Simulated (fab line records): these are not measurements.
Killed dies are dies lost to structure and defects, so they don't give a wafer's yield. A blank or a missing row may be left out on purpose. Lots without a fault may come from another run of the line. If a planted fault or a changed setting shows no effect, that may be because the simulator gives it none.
What tool caused it? ; flow gf180mcu ; Sampling: 11 lots, 33 wafers, 5 of 602 route steps

## WHAT THE GAUGES READ, wafer by wafer
GF_HV_LDD_CD_MEAS_07: the cd target is 400 nm.
lot;measured;on;cd_nm (nm)
L554;day 9 18:59;cd_sem-01;401.3 402.2 403.2
L555;day 10 03:29;cd_sem-01;400.4 402.6 401.9
L556;day 10 11:40;cd_sem-02;396.0 397.0 396.2
L557;day 10 18:36;cd_sem-02;400.8 402.6 401.3
L558;day 11 01:40;cd_sem-01;399.4 398.3 400.3
L559;day 11 07:13;cd_sem-02;372.1 373.0 372.7
L560;day 11 21:20;cd_sem-02;378.4 379.5 378.7
L569;day 15 00:10;cd_sem-01;405.4 407.1 404.8
L572;day 15 14:11;cd_sem-01;398.7 397.8 400.0
L575;day 16 09:46;cd_sem-02;400.6 401.4 398.7
L577;day 17 02:22;cd_sem-02;399.8 399.6 399.9

GF_M1_CD_MEAS_14: the cd target is 230 nm.
lot;measured;on;cd_nm (nm)
L554;day 16 19:05;cd_sem-02;230.8 230.2 230.0
L555;day 17 06:53;cd_sem-01;231.1 230.4 232.0
L556;day 17 15:40;cd_sem-01;230.9 230.7 229.5
L557;day 18 00:55;cd_sem-01;229.4 230.1 230.6
L558;day 18 08:16;cd_sem-02;233.6 232.1 230.1
L559;day 18 15:56;cd_sem-01;230.2 229.2 230.2
L560;day 19 11:02;cd_sem-01;230.0 230.9 230.2
L569;day 22 23:47;cd_sem-01;229.5 229.8 230.2
L572;day 23 15:26;cd_sem-01;230.8 230.6 230.9
L575;day 24 12:35;cd_sem-02;231.2 229.7 231.6
L577;day 25 04:31;cd_sem-02;229.8 229.1 229.4

## EACH LOT AND THE TOOL THAT RAN IT (in order: tool; ch and the chambers of the sampled wafers; start)
lot;GF_HV_LDD_EXPOSE_04;GF_HV_LDD_STRIP_49;GF_PSD_STRIP_10
L554;iline_stepper-02 ch 0, day 9 10:39;plasma_asher-03 ch 0,1, day 12 04:00;plasma_asher-02 ch 0, day 13 22:51
L555;iline_stepper-01 ch 0, day 9 19:10;plasma_asher-03 ch 0,1, day 12 13:09;plasma_asher-04 ch 0,1, day 14 10:03
L556;iline_stepper-01 ch 0, day 10 02:51;plasma_asher-01 ch 0,1, day 12 21:15;plasma_asher-04 ch 0,1, day 14 17:23
L557;iline_stepper-01 ch 0, day 10 09:37;plasma_asher-01 ch 0, day 13 04:36;plasma_asher-04 ch 0,1, day 15 01:05
L558;iline_stepper-01 ch 0, day 10 17:01;plasma_asher-02 ch 0,1, day 13 12:02;plasma_asher-04 ch 0,1, day 15 10:00
L559;iline_stepper-01 ch 0, day 10 22:17;plasma_asher-01 ch 0,1, day 13 18:23;plasma_asher-01 ch 0,1, day 15 16:20
L560;iline_stepper-01 ch 0, day 11 12:02;plasma_asher-03 ch 0,1, day 14 10:21;plasma_asher-01 ch 0,1, day 16 09:41
L569;iline_stepper-02 ch 0, day 14 13:28;plasma_asher-03 ch 0,1, day 17 19:06;plasma_asher-04 ch 0,1, day 19 20:35
L572;iline_stepper-02 ch 0, day 15 03:31;plasma_asher-03 ch 0,1, day 18 10:27;plasma_asher-01 ch 0,1, day 20 13:36
L575;iline_stepper-02 ch 0, day 15 22:53;plasma_asher-02 ch 0,1, day 19 08:18;plasma_asher-04 ch 0,1, day 21 11:08
L577;iline_stepper-02 ch 0, day 16 15:44;plasma_asher-02 ch 0,1, day 20 01:09;plasma_asher-04 ch 0,1, day 22 04:17
- GF_HV_LDD_EXPOSE_04: exposes mask Nplus LV AREA, target cd 400 nm.
- GF_HV_LDD_STRIP_49: strips in O2/N2.
- GF_PSD_STRIP_10: strips in O2/N2.

## WHAT THE TOOLS THEMSELVES READ (means of the sampled wafers that have a number; where no wafer has one, the mark that the record gives instead)
GF_HV_LDD_EXPOSE_04.
lot;tool;exposure_dose_mJ_cm2
L554;iline_stepper-02;139.95
L555;iline_stepper-01;139.80
L556;iline_stepper-01;140.10
L557;iline_stepper-01;140.05
L558;iline_stepper-01;139.79
L559;iline_stepper-01;126.71
L560;iline_stepper-01;129.48
L569;iline_stepper-02;139.93
L572;iline_stepper-02;139.92
L575;iline_stepper-02;140.05
L577;iline_stepper-02;139.91

GF_HV_LDD_STRIP_49.
lot;tool;drypump_motor_current_A (A);heater_power_w (W);oes_product_au (a.u.);strip_time_to_endpoint_s (s)
L554;plasma_asher-03;5.9;330;0.712;12.48
L555;plasma_asher-03;6.3;360;0.712;12.46
L556;plasma_asher-01;6.5;329;0.712;12.44
L557;plasma_asher-01;6.7;305;0.714;12.49
L558;plasma_asher-02;5.7;339;0.716;12.42
L559;plasma_asher-01;6.5;327;0.717;12.45
L560;plasma_asher-03;6.2;356;0.716;12.51
L569;plasma_asher-03;6.3;355;0.714;12.47
L572;plasma_asher-03;5.9;328;0.717;12.46
L575;plasma_asher-02;5.7;345;0.712;12.43
L577;plasma_asher-02;5.7;347;0.718;12.43

GF_PSD_STRIP_10.
lot;tool;drypump_motor_current_A (A);heater_power_w (W);oes_product_au (a.u.);strip_time_to_endpoint_s (s)
L554;plasma_asher-02;5.4;347;0.594;16.48
L555;plasma_asher-04;6.0;294;0.589;16.51
L556;plasma_asher-04;6.0;290;0.596;16.50
L557;plasma_asher-04;6.0;291;0.592;16.52
L558;plasma_asher-04;5.9;293;0.589;16.51
L559;plasma_asher-01;6.5;334;0.593;16.49
L560;plasma_asher-01;6.5;323;0.590;16.54
L569;plasma_asher-04;6.0;287;0.590;16.45
L572;plasma_asher-01;6.5;339;0.588;16.52
L575;plasma_asher-04;6.0;287;0.589;16.50
L577;plasma_asher-04;6.0;290;0.596;16.51

## THE ANSWER, worked out from the rows above alone
Rule: the usual values come from the lots themselves. The widest of any qualifying gaps counts: lots, ordered by their means at a reading, are off when they make up no more than a third of the lots, leave a main group of 4 or more, and stand apart from it by 3 or more times the standard deviation of that group's means. The tables above print the reading to a certain number of digits; a main group whose means all agree to those digits is not used. Also off: a lot with no number at a reading for which 4 or more lots have one. Any other lot the step has rows for is counted as sound. First the gauges in route order, then the tools' own readings, where a lot's mean is used as printed above. At the first step where some lot is off, the reading lying furthest off is the one used; lots without a number count as furthest.
Off at GF_HV_LDD_CD_MEAS_07 (cd_nm): L559, L560. The main group: mean 400.6 nm, standard deviation 2.5.
If a tool, at a process step before that reading, ran all the lots that are off and no sound lot after the first of them, it fits. The gauges at GF_HV_LDD_CD_MEAS_07 aren't tried: what is off there is off at GF_HV_LDD_EXPOSE_04 too, on other tools, and a gauge's error can't cause that. One fits: iline_stepper-01 at GF_HV_LDD_EXPOSE_04. Its last sound lot is L558 (day 10 17:01), its first lot that is off L559 (day 10 22:17): a fault that began between those two fits.
The tool's own readings at GF_HV_LDD_EXPOSE_04 bear it out: on the lots that are off they differ by more than 5 times the standard deviation of the sound lots' means. exposure_dose_mJ_cm2 reads 128.09 there against 139.94 on the sound lots.

## WHAT THE SIMULATOR HAD PUT IN
Process parameter drift: iline_stepper-01, from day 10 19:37 on, at GF_HV_LDD_EXPOSE_04. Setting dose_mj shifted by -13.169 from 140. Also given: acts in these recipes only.
Shown lots that were struck: L559, L560. The rule given above showed the same thing.
